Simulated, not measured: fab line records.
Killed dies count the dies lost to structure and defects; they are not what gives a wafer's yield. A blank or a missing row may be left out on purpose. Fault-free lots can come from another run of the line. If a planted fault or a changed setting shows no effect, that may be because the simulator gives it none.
fab line records	flow sky130	part 1 of 2: steps 1 to 24 of 33
record lots=5	wafers=15	last-day=49
route steps=708 shown METAL4@599 CAP2M@603
lots untouched by any fault: they come from a run of this same line in which no faults occurred
start-h: hours from the record's opening day to when the first of the lot's shown wafers began	wait-h: how many hours have passed since the lot's step before this one	" same as the row above	L1.1+2: one row covering several wafers at once	- either no value or no given start	* or withheld: withheld	< > ~ a bound
route shown NAME@n: a module of which the file shows steps, and the number in the route of the first	usual: mean/standard deviation of fault-free wafers	same: alike in all rows	chamber/n: place in a boat	sites: per-site readings	_std_site: their standard deviation	_edge_site: outer sites' mean less inner sites'	radius-mm: how far each site lies from the wafer's centre	mask NAME#n: copy n	behind: the tool/chamber that last shaped the wafer	hold: the reason the lot was held/the length of the hold in hours/how it ended	device: whichever transistor did not switch (one of n, p or np)	end of line: at the end of the route, the tests of the same wafers	a step without rows: its recipe alone	killed: dies that structure and defects cost at the first sort, which is not the same as the wafer's yield	map: per-die view of a wafer (x killed, . not killed, _ where there is no die)
set.NAME: the setting the step ran with; set.NAME@STEP: the setting that earlier step ran with	model.NAME: the simulator's own value behind a step, which no gauge read
certain route steps with their lots: each step a table, each wafer a row
services: when a tool's chamber went out of use (start-h, in hours from the record's first day, below 0 if earlier), for how many hours, and the reason
## steps
# step SKY_METAL4_SPUTTER_01
# recipe material=TiN	target-thk-nm=20	power-w=6500	time-s=16.7	chamber-pressure-pa=0.4
# usual throttle-valve-pct=29.6/1.1
lot.wafer	tool	chamber	start-h	wait-h	throttle-valve-pct
L075.2	pvd-sputter-03	-	932.46	0.0	29.4
L075.3	"	-	"	"	30.4
L075.6	"	-	"	"	30.2
L080.1	pvd-sputter-02	-	977.65	0.0	31.0
L080.5	"	-	"	"	29.5
L080.6	"	-	"	"	31.0
L082.2	pvd-sputter-01	-	989.55	0.0	29.8
L082.4	"	-	"	"	30.8
L082.5	"	-	"	"	29.3
L091.2	pvd-sputter-01	-	1048.35	0.0	27.5
L091.3	"	-	"	"	29.1
L091.4	"	-	"	"	30.0
L094.2	pvd-sputter-03	-	1065.45	0.0	28.6
L094.4	"	-	"	"	29.4
L094.5	"	-	"	"	28.2
# step SKY_METAL4_SPUTTER_02
# recipe material=AlCu	target-thk-nm=735	power-w=10600	time-s=39.1	chamber-pressure-pa=0.4
# usual throttle-valve-pct=29.6/1.1
lot.wafer	tool	chamber	start-h	wait-h	throttle-valve-pct
L075.2	pvd-sputter-03	-	932.49	0.0	29.2
L075.3	"	-	"	"	30.4
L075.6	"	-	"	"	30.4
L080.1	pvd-sputter-02	-	977.68	0.0	30.8
L080.5	"	-	"	"	29.9
L080.6	"	-	"	"	30.8
L082.2	pvd-sputter-01	-	989.58	0.0	29.9
L082.4	"	-	"	"	31.0
L082.5	"	-	"	"	29.1
L091.2	pvd-sputter-01	-	1048.37	0.0	27.7
L091.3	"	-	"	"	29.0
L091.4	"	-	"	"	29.9
L094.2	pvd-sputter-03	-	1065.47	0.0	28.4
L094.4	"	-	"	"	29.5
L094.5	"	-	"	"	28.4
# step SKY_METAL4_SPUTTER_03
# recipe material=Ti	target-thk-nm=5	power-w=3000	time-s=3.3	chamber-pressure-pa=0.4
# usual throttle-valve-pct=29.5/1.2
lot.wafer	tool	chamber	start-h	wait-h	throttle-valve-pct
L075.2	pvd-sputter-03	-	932.52	0.0	29.4
L075.3	"	-	"	"	30.1
L075.6	"	-	"	"	30.0
L080.1	pvd-sputter-02	-	977.71	0.0	30.8
L080.5	"	-	"	"	29.5
L080.6	"	-	"	"	31.0
L082.2	pvd-sputter-01	-	989.62	0.0	30.1
L082.4	"	-	"	"	31.1
L082.5	"	-	"	"	29.0
L091.2	pvd-sputter-01	-	1048.41	0.0	27.3
L091.3	"	-	"	"	29.1
L091.4	"	-	"	"	29.8
L094.2	pvd-sputter-03	-	1065.51	0.0	28.7
L094.4	"	-	"	"	29.3
L094.5	"	-	"	"	28.4
# step SKY_METAL4_SPUTTER_04
# recipe material=TiN	target-thk-nm=70	power-w=6500	time-s=58.3	chamber-pressure-pa=0.4
# usual throttle-valve-pct=29.5/1.1
lot.wafer	tool	chamber	start-h	wait-h	throttle-valve-pct
L075.2	pvd-sputter-03	-	932.54	0.0	29.5
L075.3	"	-	"	"	30.0
L075.6	"	-	"	"	30.2
L080.1	pvd-sputter-02	-	977.73	0.0	30.8
L080.5	"	-	"	"	29.7
L080.6	"	-	"	"	30.9
L082.2	pvd-sputter-01	-	989.64	0.0	30.0
L082.4	"	-	"	"	30.9
L082.5	"	-	"	"	29.1
L091.2	pvd-sputter-01	-	1048.43	0.0	27.6
L091.3	"	-	"	"	29.2
L091.4	"	-	"	"	29.5
L094.2	pvd-sputter-03	-	1065.53	0.0	28.5
L094.4	"	-	"	"	29.3
L094.5	"	-	"	"	28.2
# step SKY_CAP2M_CVD_00
# recipe material=SiO2	target-thk-nm=15.5	temp-c=400	time-s=withheld	rf-w=450
# usual heater-power-w=711/100	rf-fwd-power-W=442.2/2.6
lot.wafer	tool	chamber	start-h	wait-h	heater-power-w	rf-fwd-power-W
L075.2	pecvd-02	0	932.59	0.0	563	443.4
L075.3	"	1	"	"	788	437.8
L075.6	"	1	"	"	787	438.0
L080.1	pecvd-04	0	977.78	0.0	736	439.7
L080.5	"	0	"	"	767	438.5
L080.6	"	1	"	"	827	440.6
L082.2	pecvd-03	2	989.69	0.0	720	442.9
L082.4	"	1	"	"	820	446.6
L082.5	"	2	"	"	721	442.3
L091.2	pecvd-03	2	1048.48	0.0	789	443.0
L091.3	"	2	"	"	799	440.8
L091.4	"	0	"	"	611	445.2
L094.2	pecvd-04	1	1065.58	0.0	811	442.0
L094.4	"	0	"	"	723	438.1
L094.5	"	1	"	"	794	440.4
# step SKY_CAP2M_THK_MEAS_01
# recipe reads=SiO2_of_CAP2M_CVD_00
# usual CAP2M_CVD_00_THK=15.41/0.18
lot.wafer	tool	chamber	start-h	wait-h	CAP2M_CVD_00_THK[nm]
L075.2	film-metro-03	-	932.62	-	15.30
L075.3	"	-	"	"	15.30
L075.6	"	-	"	"	15.35
L080.1	film-metro-02	-	977.81	-	15.15
L080.5	"	-	"	"	15.42
L080.6	"	-	"	"	15.40
L082.2	film-metro-01	-	989.72	-	15.45
L082.4	"	-	"	"	15.78
L082.5	"	-	"	"	15.72
L091.2	film-metro-03	-	1048.52	-	15.26
L091.3	"	-	"	"	15.55
L091.4	"	-	"	"	15.40
L094.2	film-metro-02	-	1065.62	-	15.06
L094.4	"	-	"	"	15.43
L094.5	"	-	"	"	15.44
# step SKY_CAP2M_SPUTTER_02
# recipe material=TiN	target-thk-nm=200	temp-c=300	power-w=6500	time-s=166.7	chamber-pressure-pa=0.4
# usual throttle-valve-pct=29.7/0.77
lot.wafer	tool	chamber	start-h	wait-h	throttle-valve-pct
L075.2	pvd-sputter-04	-	932.67	0.0	29.4
L075.3	"	-	"	"	30.4
L075.6	"	-	"	"	29.5
L080.1	pvd-sputter-04	-	977.87	0.1	28.9
L080.5	"	-	"	"	30.5
L080.6	"	-	"	"	29.5
L082.2	pvd-sputter-04	-	989.77	0.0	30.3
L082.4	"	-	"	"	29.4
L082.5	"	-	"	"	28.9
L091.2	pvd-sputter-02	-	1048.57	0.0	31.2
L091.3	"	-	"	"	30.6
L091.4	"	-	"	"	31.0
L094.2	pvd-sputter-04	-	1065.67	0.0	29.5
L094.4	"	-	"	"	30.4
L094.5	"	-	"	"	29.6
# step SKY_CAP2M_RS_MEAS_03
# recipe thk-meas-gauge=four-point-probe	reads=TiN_of_CAP2M_SPUTTER_02
# usual CAP2M_TIN_RS=6.91/0.07
lot.wafer	tool	chamber	start-h	wait-h	CAP2M_TIN_RS[ohm/sq]
L075.2	film-metro-01	-	932.80	0.1	6.94
L075.3	"	-	"	"	6.88
L075.6	"	-	"	"	6.90
L080.1	film-metro-01	-	977.98	0.1	6.87
L080.5	"	-	"	"	6.83
L080.6	"	-	"	"	6.92
L082.2	film-metro-02	-	989.90	0.1	6.95
L082.4	"	-	"	"	6.99
L082.5	"	-	"	"	6.98
L091.2	film-metro-01	-	1048.70	0.1	6.79
L091.3	"	-	"	"	6.79
L091.4	"	-	"	"	6.82
L094.2	film-metro-03	-	1065.80	0.1	6.90
L094.4	"	-	"	"	6.95
L094.5	"	-	"	"	6.88
# step SKY_CAP2M_THK_MEAS_04
# recipe thk-meas-gauge=xrf	reads=TiN_of_CAP2M_SPUTTER_02
# usual CAP2M_TIN_THK=201.9/2
lot.wafer	tool	chamber	start-h	wait-h	CAP2M_TIN_THK[nm]
L075.2	film-metro-01	-	932.91	0.1	201.3
L075.3	"	-	"	"	201.8
L075.6	"	-	"	"	201.6
L080.1	film-metro-01	-	978.10	0.1	201.3
L080.5	"	-	"	"	203.2
L080.6	"	-	"	"	199.3
L082.2	film-metro-02	-	990.01	0.1	200.1
L082.4	"	-	"	"	199.6
L082.5	"	-	"	"	199.3
L091.2	film-metro-01	-	1048.81	0.1	204.9
L091.3	"	-	"	"	203.7
L091.4	"	-	"	"	203.0
L094.2	film-metro-03	-	1065.91	0.1	202.7
L094.4	"	-	"	"	202.1
L094.5	"	-	"	"	202.9
# step SKY_CAP2M_DEHYDRATE_05
# recipe temp-c=200	time-s=60
# usual exhaust-pa=45.0/0.85
lot.wafer	tool	chamber	start-h	wait-h	exhaust-pa
L075.2	litho-track-04	0	944.24	11.3	44.6
L075.3	"	0	"	"	45.1
L075.6	"	0	"	"	45.1
L080.1	litho-track-02	0	988.76	10.6	47.1
L080.5	"	0	"	"	46.2
L080.6	"	0	"	"	45.1
L082.2	litho-track-02	0	1001.18	11.2	44.9
L082.4	"	0	"	"	44.0
L082.5	"	0	"	"	44.4
L091.2	litho-track-01	0	1059.56	10.7	44.6
L091.3	"	0	"	"	44.3
L091.4	"	0	"	"	43.5
L094.2	litho-track-02	0	1075.94	10.0	44.6
L094.4	"	0	"	"	44.4
L094.5	"	0	"	"	43.8
# step SKY_CAP2M_HMDS_06
# recipe prime-time-s=60	prime-temp-c=120
# usual exhaust-pa=45.0/0.86
lot.wafer	tool	chamber	start-h	wait-h	exhaust-pa
L075.2	litho-track-04	0	944.39	0.1	45.0
L075.3	"	0	"	"	45.2
L075.6	"	0	"	"	45.6
L080.1	litho-track-02	0	988.91	0.1	44.6
L080.5	"	0	"	"	45.1
L080.6	"	0	"	"	44.1
L082.2	litho-track-02	0	1001.33	0.1	45.2
L082.4	"	0	"	"	46.2
L082.5	"	0	"	"	45.6
L091.2	litho-track-01	0	1059.71	0.1	45.3
L091.3	"	0	"	"	46.0
L091.4	"	0	"	"	45.0
L094.2	litho-track-02	0	1076.09	0.1	43.7
L094.4	"	0	"	"	43.6
L094.5	"	0	"	"	45.0
# step SKY_CAP2M_COAT_07
# recipe resist=NOVOLAK	spin-rpm=3000	resist-thk-nm=1140
# usual exhaust-pa=45.1/0.94
lot.wafer	tool	chamber	start-h	wait-h	exhaust-pa
L075.2	litho-track-04	0	944.54	0.1	45.4
L075.3	"	0	"	"	44.3
L075.6	"	0	"	"	44.7
L080.1	litho-track-02	0	989.06	0.1	46.9
L080.5	"	0	"	"	46.0
L080.6	"	0	"	"	44.4
L082.2	litho-track-02	0	1001.48	0.1	45.7
L082.4	"	0	"	"	45.8
L082.5	"	0	"	"	46.0
L091.2	litho-track-01	0	1059.86	0.1	44.9
L091.3	"	0	"	"	43.6
L091.4	"	0	"	"	44.4
L094.2	litho-track-02	0	1076.24	0.1	43.9
L094.4	"	0	"	"	44.6
L094.5	"	0	"	"	44.8
# step SKY_CAP2M_SOFTBAKE_08
# recipe temp-c=90	time-s=60	resist=NOVOLAK
# usual exhaust-pa=45.0/0.81
lot.wafer	tool	chamber	start-h	wait-h	exhaust-pa
L075.2	litho-track-04	0	944.69	0.1	45.0
L075.3	"	0	"	"	44.8
L075.6	"	0	"	"	45.2
L080.1	litho-track-02	0	989.21	0.1	44.8
L080.5	"	0	"	"	45.8
L080.6	"	0	"	"	46.4
L082.2	litho-track-02	0	1001.63	0.1	45.9
L082.4	"	0	"	"	46.0
L082.5	"	0	"	"	44.7
L091.2	litho-track-01	0	1060.01	0.1	44.5
L091.3	"	0	"	"	44.7
L091.4	"	0	"	"	44.6
L094.2	litho-track-02	0	1076.39	0.1	44.5
L094.4	"	0	"	"	44.3
L094.5	"	0	"	"	44.6
# step SKY_CAP2M_EXPOSE_09
# recipe mask-id=CAP2M	na=0.6	source-shape=conventional	sigma-outer=0.6	polarization=unpolarized	target-cd-nm=1000	dose-mj=159
# usual reticle-temp-C=23.00/0.11
lot.wafer	tool	chamber	start-h	wait-h	mask	reticle-temp-C
L075.2	iline-stepper-01	0	-	-	CAP2M#0	23.04
L075.3	"	0	"	"	CAP2M#0	23.11
L075.6	"	0	"	"	CAP2M#0	23.13
L080.1	iline-stepper-02	0	-	-	CAP2M#0	22.80
L080.5	"	0	"	"	CAP2M#0	22.81
L080.6	"	0	"	"	CAP2M#0	22.90
L082.2	iline-stepper-01	0	-	-	CAP2M#0	22.97
L082.4	"	0	"	"	CAP2M#0	23.22
L082.5	"	0	"	"	CAP2M#0	23.13
L091.2	iline-stepper-02	0	-	-	CAP2M#0	23.03
L091.3	"	0	"	"	CAP2M#0	22.94
L091.4	"	0	"	"	CAP2M#0	23.03
L094.2	iline-stepper-01	0	-	-	CAP2M#0	22.87
L094.4	"	0	"	"	CAP2M#0	22.85
L094.5	"	0	"	"	CAP2M#0	22.97
# step SKY_CAP2M_PEB_10
# recipe temp-c=withheld	time-s=*	resist=NOVOLAK
# usual exhaust-pa=45.4/0.93
lot.wafer	tool	chamber	start-h	wait-h	exhaust-pa
L075.2	litho-track-02	0	-	-	44.6
L075.3	"	0	"	"	45.0
L075.6	"	0	"	"	45.5
L080.1	litho-track-02	0	-	-	47.2
L080.5	"	0	"	"	46.8
L080.6	"	0	"	"	46.0
L082.2	litho-track-04	0	-	-	46.9
L082.4	"	0	"	"	45.0
L082.5	"	0	"	"	46.1
L091.2	litho-track-01	0	-	-	46.0
L091.3	"	0	"	"	45.9
L091.4	"	0	"	"	46.0
L094.2	litho-track-04	0	-	-	44.5
L094.4	"	0	"	"	44.3
L094.5	"	0	"	"	44.6
# step SKY_CAP2M_DEVELOP_11
# recipe resist=NOVOLAK	developer=TMAH	develop-time-s=60	dev-temp-c=23
# usual exhaust-pa=45.1/0.93
lot.wafer	tool	chamber	start-h	wait-h	exhaust-pa
L075.2	litho-track-02	0	956.33	0.1	45.1
L075.3	"	0	"	"	45.2
L075.6	"	0	"	"	44.4
L080.1	litho-track-02	0	1001.01	0.1	46.0
L080.5	"	0	"	"	45.4
L080.6	"	0	"	"	45.4
L082.2	litho-track-04	0	1012.79	0.1	45.9
L082.4	"	0	"	"	44.2
L082.5	"	0	"	"	43.7
L091.2	litho-track-01	0	1070.66	0.1	44.6
L091.3	"	0	"	"	45.4
L091.4	"	0	"	"	45.4
L094.2	litho-track-04	0	1086.74	0.1	45.0
L094.4	"	0	"	"	44.9
L094.5	"	0	"	"	44.8
# step SKY_CAP2M_OVL_MEAS_12
# usual CAP2M_OVL=-1.2/1.5
lot.wafer	tool	chamber	start-h	wait-h	CAP2M_OVL[nm]
L075.2	overlay-02	-	956.47	0.1	-0.3
L075.3	"	-	"	"	-0.2
L075.6	"	-	"	"	-1.3
L080.1	overlay-01	-	1001.16	0.1	0.3
L080.5	"	-	"	"	-1.3
L080.6	"	-	"	"	-0.4
L082.2	overlay-01	-	1012.92	0.1	-0.9
L082.4	"	-	"	"	-1.2
L082.5	"	-	"	"	-3.4
L091.2	overlay-01	-	1070.79	0.1	-0.3
L091.3	"	-	"	"	-0.8
L091.4	"	-	"	"	-1.6
L094.2	overlay-01	-	1086.87	0.1	-3.7
L094.4	"	-	"	"	-2.2
L094.5	"	-	"	"	-0.7
# step SKY_CAP2M_METAL_ETCH_13
# recipe target-depth-nm=220	stop-on=SiO2	chemistry=Cl2/BCl3	target=TiN	pressure-mtorr=10	icp-w=900	bias-w=48.5	Cl2_flow_sccm=60	bcl3-flow-sccm=30	time-s=62.9
# usual chamber-pressure-mTorr=10.001/0.0087	drypump-motor-current-A=5.9/0.44	oes-product-au=0.942/0.0066	rf-fwd-power-W=890/3.4	throttle-valve-pct=21.901/0.01
lot.wafer	tool	chamber	start-h	wait-h	chamber-pressure-mTorr	drypump-motor-current-A	oes-product-au	rf-fwd-power-W	rf-hours-counter-h	throttle-valve-pct
L075.2	rie-metal-03	0	956.50	0.0	9.997	6.2	0.939	891	16	21.899
L075.3	"	0	"	"	10.001	6.1	0.937	894	-	21.888
L075.6	"	1	"	"	10.003	5.7	0.942	885	-	21.912
L080.1	rie-metal-01	1	1001.20	0.0	10.007	6.6	0.944	888	18	21.899
L080.5	"	1	"	"	10.011	6.7	0.944	897	-	21.902
L080.6	"	1	"	"	9.980	6.7	0.941	892	-	21.926
L082.2	rie-metal-02	0	1012.95	0.0	9.992	5.9	0.932	890	8	21.916
L082.4	"	1	"	"	10.000	5.2	0.935	883	-	21.903
L082.5	"	0	"	"	10.004	5.9	0.931	889	-	21.905
L091.2	rie-metal-02	0	1070.82	0.0	10.006	5.9	0.946	896	12	21.884
L091.3	"	0	"	"	10.010	5.9	0.951	893	-	21.889
L091.4	"	1	"	"	9.998	5.3	0.948	893	-	21.898
L094.2	rie-metal-01	1	1086.90	0.0	10.001	6.7	0.937	887	24	21.896
L094.4	"	1	"	"	9.988	6.7	0.931	891	-	21.924
L094.5	"	0	"	"	10.005	5.9	0.942	889	-	21.901
# step SKY_CAP2M_STRIP_14
# recipe chemistry=O2/N2	power-w=1400	pressure-mtorr=1500	platen-temp-c=withheld	o2-flow-sccm=3000	n2-flow-sccm=300	overash-fraction=0.5
# usual chamber-pressure-mTorr=1500.0/1.3	drypump-motor-current-A=5.5/0.51	o2-flow-sccm=3001/9.4	oes-product-au=0.711/0.0041	strip-time-to-endpoint-s=12.67/0.05
lot.wafer	tool	chamber	start-h	wait-h	chamber-pressure-mTorr	drypump-motor-current-A	o2-flow-sccm	oes-product-au	rf-hours-counter-h	strip-time-to-endpoint-s
L075.2	plasma-asher-04	1	956.57	0.1	1501.8	5.0	3006	0.715	23	12.61
L075.3	"	1	"	"	1500.0	4.9	3004	0.711	-	12.61
L075.6	"	0	"	"	1500.6	5.6	2987	0.704	-	12.60
L080.1	plasma-asher-04	1	1001.35	0.1	1498.3	5.0	3001	0.706	28	12.73
L080.5	"	1	"	"	1500.3	4.9	3005	0.710	-	12.71
L080.6	"	0	"	"	1501.1	5.6	3027	0.711	-	12.71
L082.2	plasma-asher-03	1	1013.03	0.1	1500.1	5.3	3002	0.716	83	12.65
L082.4	"	1	"	"	1499.6	5.3	2993	0.701	-	12.65
L082.5	"	0	"	"	1499.6	6.1	3017	0.722	-	12.60
L091.2	plasma-asher-02	0	1070.90	0.1	1499.0	6.1	3003	0.714	1	12.60
L091.3	"	0	"	"	1499.9	6.1	2994	0.716	-	12.59
L091.4	"	1	"	"	1500.9	4.8	2998	0.714	-	12.58
L094.2	plasma-asher-03	1	1086.98	0.1	1500.6	5.4	3013	0.713	90	12.69
L094.4	"	0	"	"	1501.0	6.1	3008	0.707	-	12.69
L094.5	"	0	"	"	1499.1	6.1	3024	0.715	-	12.70
# step SKY_CAP2M_STRIP_15
# recipe chemistry=post-etch-residue-remover	time-s=1200	temp-c=72.5
# usual temp-c=72.51/0.13
lot.wafer	tool	chamber	start-h	wait-h	temp-c
L075.2	wet-bench-03	2	956.67	0.1	72.47
L075.3	"	2	"	"	72.41
L075.6	"	2	"	"	72.53
L080.1	wet-bench-04	3	1001.45	0.1	72.50
L080.5	"	3	"	"	72.56
L080.6	"	3	"	"	72.53
L082.2	wet-bench-02	1	1013.13	0.1	72.58
L082.4	"	1	"	"	72.61
L082.5	"	1	"	"	72.49
L091.2	wet-bench-03	3	1071.00	0.1	72.53
L091.3	"	3	"	"	72.26
L091.4	"	3	"	"	72.46
L094.2	wet-bench-03	1	1087.08	0.1	72.56
L094.4	"	1	"	"	72.38
L094.5	"	1	"	"	72.37
# step SKY_CAP2M_CLEAN_16
# recipe chemistry=IPA	time-s=180	temp-c=25
# usual temp-c=25.00/0.096
lot.wafer	tool	chamber	start-h	wait-h	temp-c
L075.2	wet-bench-02	1	957.05	0.0	25.02
L075.3	"	1	"	"	24.95
L075.6	"	1	"	"	25.01
L080.1	wet-bench-03	1	1001.79	0.0	25.06
L080.5	"	1	"	"	25.16
L080.6	"	1	"	"	25.03
L082.2	wet-bench-04	3	1013.50	0.0	24.92
L082.4	"	3	"	"	25.06
L082.5	"	3	"	"	25.06
L091.2	wet-bench-02	0	1071.34	0.0	25.17
L091.3	"	0	"	"	25.05
L091.4	"	0	"	"	24.89
L094.2	wet-bench-04	0	1087.45	0.0	25.06
L094.4	"	0	"	"	24.95
L094.5	"	0	"	"	24.96
# step SKY_CAP2M_CLEAN_17
# recipe chemistry=O3/DIW	dry=n2-spin
lot.wafer	tool	chamber	start-h	wait-h
L075.2+3+6	wet-bench-03	0	957.10	0.0
L080.1+5+6	wet-bench-04	2	1001.85	0.0
L082.2+4+5	wet-bench-03	1	1013.56	0.0
L091.2+3+4	wet-bench-04	2	1071.41	0.0
L094.2+4+5	wet-bench-03	2	1087.51	0.0
# step SKY_METAL4_DEHYDRATE_05
# recipe temp-c=200	time-s=60
# usual exhaust-pa=45.0/0.83
lot.wafer	tool	chamber	start-h	wait-h	exhaust-pa
L075.2	litho-track-03	0	967.98	10.8	43.3
L075.3	"	0	"	"	44.7
L075.6	"	0	"	"	45.7
L080.1	litho-track-01	0	1012.89	10.9	45.5
L080.5	"	0	"	"	45.1
L080.6	"	0	"	"	45.8
L082.2	litho-track-03	0	1025.08	11.4	46.2
L082.4	"	0	"	"	45.3
L082.5	"	0	"	"	46.8
L091.2	litho-track-03	0	1081.43	9.9	44.8
L091.3	"	0	"	"	44.3
L091.4	"	0	"	"	46.5
L094.2	litho-track-03	0	1096.83	9.2	44.6
L094.4	"	0	"	"	44.8
L094.5	"	0	"	"	46.8
# step SKY_METAL4_HMDS_06
# recipe prime-time-s=60	prime-temp-c=120
# usual exhaust-pa=44.9/0.75
lot.wafer	tool	chamber	start-h	wait-h	exhaust-pa
L075.2	litho-track-03	0	968.13	0.1	45.1
L075.3	"	0	"	"	45.5
L075.6	"	0	"	"	44.6
L080.1	litho-track-01	0	1013.04	0.1	44.9
L080.5	"	0	"	"	46.3
L080.6	"	0	"	"	44.4
L082.2	litho-track-03	0	1025.23	0.1	45.7
L082.4	"	0	"	"	45.9
L082.5	"	0	"	"	45.4
L091.2	litho-track-03	0	1081.58	0.1	44.1
L091.3	"	0	"	"	44.7
L091.4	"	0	"	"	45.3
L094.2	litho-track-03	0	1096.98	0.1	45.3
L094.4	"	0	"	"	46.1
L094.5	"	0	"	"	46.1
